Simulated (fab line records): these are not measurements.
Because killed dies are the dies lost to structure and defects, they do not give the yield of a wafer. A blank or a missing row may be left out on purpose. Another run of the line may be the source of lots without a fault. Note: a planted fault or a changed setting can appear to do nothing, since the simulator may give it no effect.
2 desks looking at one fault | flow gf180mcu | what lay behind the numbers comes last; until then each desk has only its own

== FOR THE TOOL OWNER'S DESK: lithoTrack-04 ==
The tool's own readings at GF_CONTACT_SOFTBAKE_10 (time 60 s): means of the sampled wafers that have a number, for each lot that ran on this tool. The brackets show how far a lot's mean lies from the usual mean; more than 4 standard deviations puts the lot out of limits, marked OUT.
Columns: A = heaterPowerTotalW at GF_CONTACT_SOFTBAKE_10, usual 93.05 W; B = runLengthS at GF_CONTACT_SOFTBAKE_10, usual 89.17 s
lot  | first seen here | A               | B
L771 | day 16 07:00    | 93.07           | 89.21
L775 | day 17 21:00    | 94.68 (+26) OUT | 86.05 (-19) OUT
L777 | day 18 17:00    | 94.62 (+25) OUT | 86.10 (-19) OUT
L787 | day 22 07:00    | 93.06           | 89.23
L791 | day 23 12:00    | 93.05           | 89.30
L792 | day 23 16:00    | 93.06           | 89.27
This desk's verdict: out of limits on L775, L777, starting with L775 at day 17 21:00 (heaterPowerTotalW at GF_CONTACT_SOFTBAKE_10). L771, L787, L791, L792: within limits.

== AT THE METROLOGY DESK ==
What the gauges read, lot by lot, whatever tool the lot ran on: means of the sampled wafers that have a number. The brackets show how far a lot's mean lies from the usual mean; more than 4 standard deviations puts the lot out of limits, marked OUT.
Columns: A = M1_ALCU_RS at GF_M1_RS_MEAS_05, usual 0.0695 ohm/sq
lot  | first seen here | A
L771 | day 16 20:14    | 0.0704
L772 | day 17 06:06    | 0.0692
L775 | day 18 10:43    | 0.0689
L777 | day 19 06:46    | 0.0697
L783 | day 21 02:57    | 0.0711
L784 | day 21 23:21    | 0.0690
L785 | day 22 08:47    | 0.0688
L786 | day 22 14:34    | 0.0685
L787 | day 22 21:07    | 0.0683
L788 | day 23 02:22    | 0.0690
L789 | day 23 11:46    | 0.0698
L790 | day 23 20:58    | 0.0697
L791 | day 24 01:46    | 0.0700
L792 | day 24 05:04    | 0.0699
Finding of this desk: none of the 14 lots has anything out of limits.

== BROUGHT TOGETHER ==
At day 17 21:00, on L775, L777, the tool owner's desk was in a position to raise an alarm.
From the metrology desk's view, nothing was out of limits.
The metrology desk holds a record of L775, L777, inside its limits.
The lots listed all ran GF_CONTACT_SOFTBAKE_10 on lithoTrack-04.

== WHAT WAS PUT IN BY THE SIMULATOR ==
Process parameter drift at GF_CONTACT_SOFTBAKE_10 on lithoTrack-04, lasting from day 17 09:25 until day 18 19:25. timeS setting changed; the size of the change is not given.
Struck lots among those shown: L775, L777.
How many hours passed from the start of the fault until each desk's first out-of-limits reading: the tool owner's desk, 12.
